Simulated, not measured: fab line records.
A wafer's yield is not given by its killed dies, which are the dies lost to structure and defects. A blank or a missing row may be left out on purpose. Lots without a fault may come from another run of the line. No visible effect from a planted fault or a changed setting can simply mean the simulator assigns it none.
A struck lot beside a sound one || flow sky130 || 34 out of 708 route steps
Sound: the wafers L962.1, L962.5, L962.6. Struck: wafers L978.1, L978.2, L978.6. The cause is named last.
Each step with rows lists, per side, the tool, then ch with its chambers, then its first start. Under that, the readings that differ: sound wafers || struck wafers || difference of the means || sigmas: that difference in standard deviations of wafers without a fault.
alike: readings with means less than 2 such deviations apart, plus words and numbers identical on both sides. not compared: withheld readings, readings lacking a value on some wafer, bounds such as >300 that could conceal the same value, and numbers that have no deviation in the record and whose values overlap.
A row with sigmas, a row that says differs or no value, or rows on one side alone: a step with any of these is where the two part. Non-overlapping numbers with no deviation appear without sigmas and do not part them. Lack of a reading on every wafer of one side parts them only where that side has two or more wafers.

first, 9 steps without rows for these wafers: SKY_METAL1_DEHYDRATE_07 (time 60 s); SKY_METAL1_HMDS_08 (prime time 60 s); SKY_METAL1_COAT_09 (resist thk 60 nm); SKY_METAL1_COAT_10 (resist thk 450 nm); SKY_METAL1_SOFTBAKE_11 (time 90 s); SKY_METAL1_EXPOSE_12 (exposes mask MM1, target cd 140 nm); SKY_METAL1_PEB_13; SKY_METAL1_DEVELOP_14 (develop time 60 s); SKY_METAL1_DESCUM_17 (chemistry O2, time 8 s).
SKY_METAL1_ETCH_18: etches BARC in N2/H2, stops on SiO2, time 45.9 s, target depth 60 nm.
  sound on rie metal-01 ch 0,1, day 34 11:29; struck on rie metal-01 ch 0,1, day 38 17:24
  alike: drypump motor current A, oes product au, throttle valve pct
  not compared: rf hours counter h
then, 23 steps without rows for these wafers: SKY_METAL1_METAL_ETCH_19 (etches the open film in Cl2/BCl3, stops on SiO2, target depth 360 nm, time 78 s); SKY_METAL1_STRIP_20 (strips in O2/N2); SKY_METAL1_STRIP_21 (strips in post etch residue remover, time 1200 s); SKY_METAL1_CLEAN_22 (cleans in IPA, time 180 s); SKY_METAL1_CLEAN_23 (cleans in O3/DIW); SKY_VIA1_HDPCVD_00 (deposits SiO2, target thk 1030 nm, time 171.7 s); SKY_VIA1_CMP_02 (polishes SiO2); SKY_VIA1_DEHYDRATE_04 (time 60 s); SKY_VIA1_HMDS_05 (prime time 60 s); SKY_VIA1_COAT_06 (resist thk 60 nm); SKY_VIA1_COAT_07 (resist thk 450 nm); SKY_VIA1_SOFTBAKE_08 (time 90 s); SKY_VIA1_EXPOSE_09 (exposes mask VIM, target cd 150 nm); SKY_VIA1_PEB_10; SKY_VIA1_DEVELOP_11 (develop time 60 s); SKY_VIA1_ETCH_14 (etches BARC in N2/H2, stops on SiO2, time 45.9 s, target depth 60 nm); SKY_VIA1_ETCH_15 (etches SiO2 in C4F8/O2/Ar, stops on TiN, target depth 351 nm, time 54 s); SKY_VIA1_STRIP_16 (strips in O2/N2); SKY_VIA1_STRIP_17 (strips in post etch residue remover, time 1200 s); SKY_VIA1_CLEAN_18 (cleans in IPA, time 180 s); SKY_VIA1_CLEAN_19 (cleans in O3/DIW); SKY_VIA1_SPUTTER_20 (material TiN, target thk 20 nm, time 80 s); SKY_VIA1_CVD_21 (deposits W, target thk 270 nm, time 80.902 s).
-- the record jumps here: 11 days lie between the struck wafers' starts before and after (it left off in module VIA1 and takes up again in module PAD_OPEN, whose first step shown is number 708 of the route) --
SKY_PAD_OPEN_PROBE_99:
  sound on prober-02 at day 47 02:25; struck on prober-01 at day 50 03:46
{"reading": "hold", "sound": "- - -", "struck": "await dispo/3.7h/release await dispo/3.7h/release await dispo/3.7h/release", "difference": "no value on the sound wafers", "sigmas": ""}
{"reading": "defect limited yield (%)", "sound": "82.1 80.1 80.9", "struck": "69.1 74.8 69.9", "difference": -9.8, "sigmas": -5}
{"reading": "killed_at_M0_to_M3", "sound": "36 52 47", "struck": "105 90 107", "difference": "+56", "sigmas": "+8"}
{"reading": "killed dies", "sound": "88 98 94", "struck": "152 124 148", "difference": "+48", "sigmas": "+5"}
{"reading": "sort_bin_3_pad_short (%)", "sound": "1.2 0.8 0.4", "struck": "4.1 3.9 2.2", "difference": "+2.6", "sigmas": "+6"}
{"reading": "sort_bin_5_function (%)", "sound": "9.6 11.8 12.0", "struck": "18.5 14.6 20.3", "difference": "+6.7", "sigmas": "+5"}
{"reading": "sort n pass", "sound": "404 394 398", "struck": "340 368 344", "difference": -48, "sigmas": -5}
{"reading": "sort yield pct (%)", "sound": "82.1 80.1 80.9", "struck": "69.1 74.8 69.9", "difference": -9.8, "sigmas": -5}
{"reading": "model.etest.tester.sort n pass", "sound": "404 394 398", "struck": "340 368 344", "difference": -48, "sigmas": ""}
{"reading": "model.etest.tester.sort yield pct (%)", "sound": "82.11 80.08 80.89", "struck": "69.11 74.8 69.92", "difference": -9.75, "sigmas": ""}
{"reading": "model.etest.tester.sort_bin_5_pct (%)", "sound": "9.553 11.79 11.99", "struck": "18.5 14.63 20.33", "difference": "+6.7", "sigmas": ""}
{"reading": "model.etest.tester.sort_bin_3_pct (%)", "sound": "1.22 0.813 0.4065", "struck": "4.065 3.862 2.236", "difference": "+2.575", "sigmas": ""}
  alike: killed_at_M4_up, killed at contacts, killed at front end, killed at other, killed open, killed short, sort_bin_6_memory

WHERE THEY PART
SKY_PAD_OPEN_PROBE_99 only, going by this record.

WHY: whatever the simulator had introduced
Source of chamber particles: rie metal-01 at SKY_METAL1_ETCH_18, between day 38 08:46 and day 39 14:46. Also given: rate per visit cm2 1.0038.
